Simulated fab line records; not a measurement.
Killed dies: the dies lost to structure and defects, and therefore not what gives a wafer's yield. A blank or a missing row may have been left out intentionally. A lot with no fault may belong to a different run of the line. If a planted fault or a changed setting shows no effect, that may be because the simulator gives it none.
A lot that was struck, set against a sound lot / flow sky130 / 15 out of 708 route steps
Sound: these wafers, L274.2, L274.4, L274.6. The struck wafers were L265.1, L265.2, L265.6. At the end, the cause is stated.
Per side, at each step with rows, come the tool, then ch with its chambers, and then its first start. Under that, the readings that differ: sound wafers / struck wafers / difference of the means / sigmas: that difference in standard deviations of wafers without a fault.
alike: a reading whose means differ by less than 2 such deviations, as well as words and numbers matching on both sides. not compared: withheld readings; readings where some wafer has no value; bounds like >300 that might hide an equal value; numbers whose values overlap and for which the record gives no deviation.
The two part at a step that has a row with sigmas, a row that says differs or no value, or rows on one side only. When numbers do not overlap yet have no deviation, they are printed without sigmas and do not part them. A reading that every wafer of one side lacks parts them only if that side has two wafers or more.

first, 8 steps without rows for these wafers: SKY_POLY_GATE_DEHYDRATE_05 (time 60 s); SKY_POLY_GATE_HMDS_06 (prime time 60 s); SKY_POLY_GATE_COAT_07 (resist thk 110 nm); SKY_POLY_GATE_COAT_08 (resist thk 450 nm); SKY_POLY_GATE_SOFTBAKE_09 (time 90 s); SKY_POLY_GATE_EXPOSE_10 (exposes mask P1M, target cd 150 nm); SKY_POLY_GATE_PEB_11; SKY_POLY_GATE_DEVELOP_12 (develop time 60 s).
SKY_POLY_GATE_CD_MEAS_13: the cd target is 150 nm.
  sound on cd-sem-02, day 22 20:25; struck on cd-sem-01, day 19 13:35
  alike: cd-nm
SKY_POLY_GATE_OVL_MEAS_14:
  sound on overlay-01, day 22 20:31; struck on overlay-01, day 19 13:43
  alike: POLY_GATE_OVL
SKY_POLY_GATE_ETCH_15: etches BARC in N2/H2, stops on SiO2, time 118.5 s, target depth 110 nm.
  sound on rie-diel-04 ch 0,2,3, day 22 20:33; struck on rie-diel-03 ch 0,1,3, day 19 13:45
  alike: bias-w, chamber-pressure-mTorr, drypump-motor-current-A, oes-product-au, throttle-valve-pct
  not compared: rf-hours-counter-h
SKY_POLY_GATE_ETCH_16: etches Si3N4 in CH3F/O2, stops on poly-Si, time 147.5 s, target depth 75 nm.
  sound on rie-diel-04 ch 0,2,3, day 22 20:38; struck on rie-diel-03 ch 0,1,3, day 19 13:50
  alike: O2_flow_sccm, bias-w, drypump-motor-current-A, oes-product-au, throttle-valve-pct
  not compared: rf-hours-counter-h
SKY_POLY_GATE_ETCH_17: etches poly-Si in HBr/Cl2, stops on SiO2, target depth 180 nm, time 70.5 s.
  sound on rie-si-01 ch 1,3, day 22 20:44; struck on rie-si-01 ch 0,3, day 19 13:56
  no value came back on the struck wafers for any of 5 readings (HBr_flow_sccm (sccm), bias-w (W) and others); on the sound wafers HBr_flow_sccm (sccm) reads 149.1 150.2 149.6
reading=model.KrF-thick_of_POLY_GATE_COAT_08.thk-nm (nm); sound=138.2 136.3 139.1; struck=236.6 236.2 236.4; difference=+98.5; sigmas=
  not compared: rf-hours-counter-h
SKY_POLY_GATE_STRIP_18: strips in O2/N2.
  sound on plasma-asher-02 ch 0, day 22 20:47; struck on plasma-asher-02 ch 0,1, day 19 13:59
reading=oes-product-au (a.u.); sound=0.365 0.361 0.361; struck=0.404 0.411 0.404; difference=+0.044; sigmas=+9
reading=strip-time-to-endpoint-s (s); sound=3.16 3.12 3.15; struck=4.21 4.21 4.20; difference=+1.06; sigmas=+30
  alike: drypump-motor-current-A
  not compared: rf-hours-counter-h
then, 1 step without rows for these wafers: SKY_POLY_GATE_CLEAN_19 (cleans in SC1/SC2, time 150 s).

## WHERE THEY PART
Last at SKY_POLY_GATE_STRIP_18 as far as this record goes, first at SKY_POLY_GATE_ETCH_17.

WHY: whatever the simulator had introduced
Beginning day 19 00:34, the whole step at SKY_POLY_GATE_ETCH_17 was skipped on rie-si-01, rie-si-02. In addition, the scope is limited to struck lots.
